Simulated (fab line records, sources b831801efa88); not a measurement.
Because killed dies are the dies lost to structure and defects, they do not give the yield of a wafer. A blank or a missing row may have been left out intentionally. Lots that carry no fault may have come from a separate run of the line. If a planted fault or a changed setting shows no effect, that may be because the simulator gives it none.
Comparing a struck lot with a sound one -- flow sky130 -- 37 steps out of a route of 708
Sound: these wafers, L680.1, L680.4, L680.5. Struck: wafers L688.2, L688.4, L688.6. The cause is given at the end.
Order at every step that has rows: each side's tool, ch and its chambers, its first start. Under that, the readings that differ: sound wafers -- struck wafers -- difference of the means -- sigmas: that difference in standard deviations of wafers without a fault.
alike: readings whose means differ by less than 2 such deviations, and words and numbers that are the same on both sides. not compared: withheld readings, readings that some wafer has no value for, bounds like >300 that may hide the same value, and numbers for which the record gives no deviation and whose values overlap.
The two part at a step that has a row with sigmas, a row that says differs or no value, or rows on one side only. Numbers that have no deviation but don't overlap get no sigmas and don't part them. A reading that every wafer of one side lacks parts them only if that side has two wafers or more.

first, 10 steps without rows for these wafers: SKY_LDD_LDN_SOFTBAKE_03 (time 60 s); SKY_LDD_LDN_EXPOSE_04 (exposes mask LDNTM, target cd 700 nm); SKY_LDD_LDN_PEB_05; SKY_LDD_LDN_DEVELOP_06 (develop time 60 s); SKY_LDD_LDN_IMPLANT_08; SKY_LDD_LDN_IMPLANT_09; SKY_LDD_LDN_IMPLANT_10; SKY_LDD_LDN_IMPLANT_11; SKY_LDD_LDN_STRIP_12 (strips in O2/N2); SKY_LDD_LDN_CLEAN_14 (cleans in SC1/SC2, time 150 s).
SKY_SPACER_CVD_00: deposits Si3N4 from DCS/NH3, target thk 43.1 nm, time 740 s.
  sound on lpcvd-02 ch 1, day 26 15:42; struck on lpcvd-02 ch 1, day 29 14:38
reading,sound,struck,difference,sigmas
spike_tc_bottom_C (C),789.5 791.7 790.8,800.0 800.1 800.8,+9.6,+6
spike_tc_centre_C (C),771.4 769.9 770.1,782.8 782.4 782.9,+12.2,+12
spike_tc_lower_C (C),769.0 770.7 769.9,779.4 780.0 782.0,+10.6,+7
spike_tc_top_C (C),785.2 782.4 783.2,794.9 793.1 791.5,+9.6,+7
spike_tc_upper_C (C),768.1 768.6 768.7,779.0 778.7 778.2,+10.2,+8
susceptor_temp_C (C),770.0 769.9 769.8,780.8 779.8 780.5,+10.5,+33
model.Si3N4_of_SPACER_CVD_00.thk_nm (nm),43.53 43.54 43.12,52.85 52.8 52.69,+9.38,
SKY_SPACER_THK_MEAS_01:
  struck on film_metro-04, day 29 16:05; sound on film_metro-03, day 26 16:54
reading,sound,struck,difference,sigmas
SPACER_CVD_00_THK (nm),43.5 43.5 43.2,52.9 52.8 52.7,+9.4,+24
  not compared: hold
SKY_SPACER_ETCHBACK_02: etches Si3N4 in CH3F/O2, stops on SiO2, time 46.7 s, target depth 45 nm.
  sound on rie_diel-02 ch 1,2,3, day 26 16:58; struck on rie_diel-02 ch 1,2,3, day 29 21:08
reading,sound,struck,difference,sigmas
hold,- - -,await_dispo/5.0h/release await_dispo/5.0h/release await_dispo/5.0h/release,no value on the sound wafers,
oes_product_au (a.u.),0.861 0.860 0.860,0.961 0.968 0.960,+0.103,+17
throttle_valve_pct (%),10.548 10.557 10.569,10.573 10.577 10.581,+0.019,+2
model.etch.depth_nm (nm),43.53 43.54 43.12,52.85 52.8 52.69,+9.38,
  alike: drypump_motor_current_A
  not compared: rf_hours_counter_h
then, 22 steps without rows for these wafers: SKY_POLY_CUT_DEHYDRATE_00 (time 60 s); SKY_POLY_CUT_HMDS_01 (prime time 60 s); SKY_POLY_CUT_COAT_02 (resist thk 60 nm); SKY_POLY_CUT_COAT_03 (resist thk 450 nm); SKY_POLY_CUT_SOFTBAKE_04 (time 90 s); SKY_POLY_CUT_EXPOSE_05 (exposes mask NPCM, target cd 270 nm); SKY_POLY_CUT_PEB_06; SKY_POLY_CUT_DEVELOP_07 (develop time 60 s); SKY_POLY_CUT_ETCH_10 (etches BARC in N2/H2, stops on SiO2, time 45.9 s, target depth 60 nm); SKY_POLY_CUT_ETCH_11 (etches Si3N4 in CF4/CH2F2/Ar, stops on poly-Si, time 42.5 s, target depth 60 nm); SKY_POLY_CUT_STRIP_12 (strips in O2/N2); SKY_SD_P_DEHYDRATE_00 (time 60 s); SKY_SD_P_HMDS_01 (prime time 60 s); SKY_SD_P_COAT_02 (resist thk 1140 nm); SKY_SD_P_SOFTBAKE_03 (time 60 s); SKY_SD_P_EXPOSE_04 (exposes mask PSDM, target cd 380 nm); SKY_SD_P_PEB_05; SKY_SD_P_DEVELOP_06 (develop time 60 s); SKY_SD_P_IMPLANT_09; SKY_SD_P_STRIP_10 (strips in O2/N2); SKY_RES_XHIGH_DEHYDRATE_00 (time 60 s); SKY_RES_XHIGH_HMDS_01 (prime time 60 s).
-- the record jumps here: 4 days lie between the struck wafers' starts before and after (it left off in module RES_XHIGH and takes up again in module SALICIDE, whose first step shown is number 361 of the route) --
SKY_SALICIDE_CLEAN_00: cleans in HF-last, time 30 s.
  sound on wet_bench-02 ch 3, day 31 13:20; struck on wet_bench-02 ch 3, day 34 07:26
reading,sound,struck,difference,sigmas
model.Si3N4_of_SPACER_CVD_00.thk_nm (nm),42.56 42.56 42.15,51.85 51.8 51.69,+9.36,
-- the record jumps here: 16 days lie between the struck wafers' starts before and after (it left off in module SALICIDE and takes up again in module PAD_OPEN, whose first step shown is number 708 of the route) --
SKY_PAD_OPEN_PROBE_99:
  struck on prober-02, day 50 09:57; sound on prober-01, day 48 12:42
reading,sound,struck,difference,sigmas
model.etest.pfet_01v8.r_on_ohm_um,2854 2920 2813,3241 3222 3246,+374,
model.etest.nfet_g5v0d10v5.r_on_ohm_um,1906 1937 1897,1940 1944 1953,+32,
model.etest.sonos_uncharged.r_on_ohm_um,806 822 797.6,883.9 877.9 863.7,+66.6,
model.etest.pfet_01v8.drive_ua_um,199.5 190.8 199.6,172.6 173.6 171.4,-24.1,
model.etest.pfet_01v8_hvt.drive_ua_um,148.4 141.6 149.7,124.3 124.9 124.3,-22.1,
model.etest.sram_pfet_latch.drive_ua_um,145 139.6 149.9,129.1 124.5 123.6,-19.1,
model.etest.pfet_01v8_mvt.drive_ua_um,155.1 151.2 156.6,143.3 141.9 141,-12.2,
model.etest.pfet_01v8_lvt.drive_ua_um,172.8 171.7 174.9,165.5 164.9 165,-8.0,
  alike: killed_at_M0_to_M3, killed_at_M4_up, killed_at_contacts, killed_at_front_end, killed_at_other, killed_dies, killed_open, killed_short

== WHERE THEY PART ==
At SKY_SPACER_CVD_00 first; at SKY_SPACER_ETCHBACK_02 last (within this record only). Later steps at which nothing parts them and some readings are alike: SKY_PAD_OPEN_PROBE_99.

WHY: the cause the simulator had injected
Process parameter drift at SKY_SPACER_CVD_00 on lpcvd-02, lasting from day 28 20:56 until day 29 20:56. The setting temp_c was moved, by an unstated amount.
